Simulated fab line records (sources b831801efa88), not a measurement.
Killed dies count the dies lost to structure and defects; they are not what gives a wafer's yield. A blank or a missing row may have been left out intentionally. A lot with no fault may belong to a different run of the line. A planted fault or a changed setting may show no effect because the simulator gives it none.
One fault through the eyes of 2 desks | flow sky130 | only its own numbers are on each desk; what lay behind them is given at the end

## THE METROLOGY DESK
Means of the sampled wafers that have a number, per lot and without regard to the tool the lot ran on: this is what the gauges read. Marked OUT: a lot whose mean sits more than 4 standard deviations from the usual mean, which makes it out of limits; the brackets give that distance.
Columns: A = LDD_P_TW at SKY_LDD_P_TW_MEAS_11, usual 637; B = cdNm at SKY_LI_CONTACT_CD_MEAS_12, usual 169.7 nm
lot  | first seen here | A   | B
L253 | day 19 12:23    | 636 | 167.8
L254 | day 19 19:45    | 635 | 169.5
L256 | day 20 11:08    | 635 | 168.7
L257 | day 21 02:36    | 640 | 169.8
L258 | day 21 10:32    | 638 | 170.5
L259 | day 21 20:21    | 641 | 166.9
L261 | day 23 12:06    | 641 | 170.5
L262 | day 23 16:42    | 635 | 170.3
L264 | day 24 05:34    | 635 | 170.4
L266 | day 24 09:55    | 639 | 168.2
L274 | day 27 03:47    | 636 | 169.0
L275 | day 27 08:25    | 642 | 170.4
L276 | day 27 17:11    | 642 | 169.3
This desk's verdict: no lot among the 13 shows anything out of limits.

## DESK OF THE TOOL OWNER: implanter-04
SKY_VT_ADJUST_PCH_IMPLANT_08, tool's own readings: per-lot mean of the sampled wafers with a number, covering each lot this tool ran. Marked OUT: a lot whose mean sits more than 4 standard deviations from the usual mean, which makes it out of limits; the brackets give that distance.
Columns: A = doseIonsCm2 at SKY_VT_ADJUST_PCH_IMPLANT_08, usual 5e+11
lot  | first seen here | A
L253 | day 10 14:05    | 5e+11
L266 | day 14 16:53    | 5e+11
L275 | day 17 16:07    | 5e+11 (+51) OUT
L276 | day 18 02:23    | 5e+11 (+49) OUT
This desk's finding: out of limits on L275, L276; first on L275, day 17 16:07 (doseIonsCm2 at SKY_VT_ADJUST_PCH_IMPLANT_08). L253, L266: within limits.

## PUT TOGETHER
The tool owner's desk could have raised an alarm at day 17 16:07, on L275, L276.
Metrology desk: nothing out of limits seen.
The metrology desk holds a record of L275, L276, inside its limits.
SKY_VT_ADJUST_PCH_IMPLANT_08 was run on implanter-04 by each of the lots named.

## WHAT THE SIMULATOR HAD INSERTED
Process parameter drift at SKY_VT_ADJUST_PCH_IMPLANT_08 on implanter-04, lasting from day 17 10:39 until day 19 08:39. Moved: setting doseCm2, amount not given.
Lots struck among those shown: L275, L276.
Time in hours from fault onset to the first out-of-limits reading at each desk: the tool owner's desk, 5.
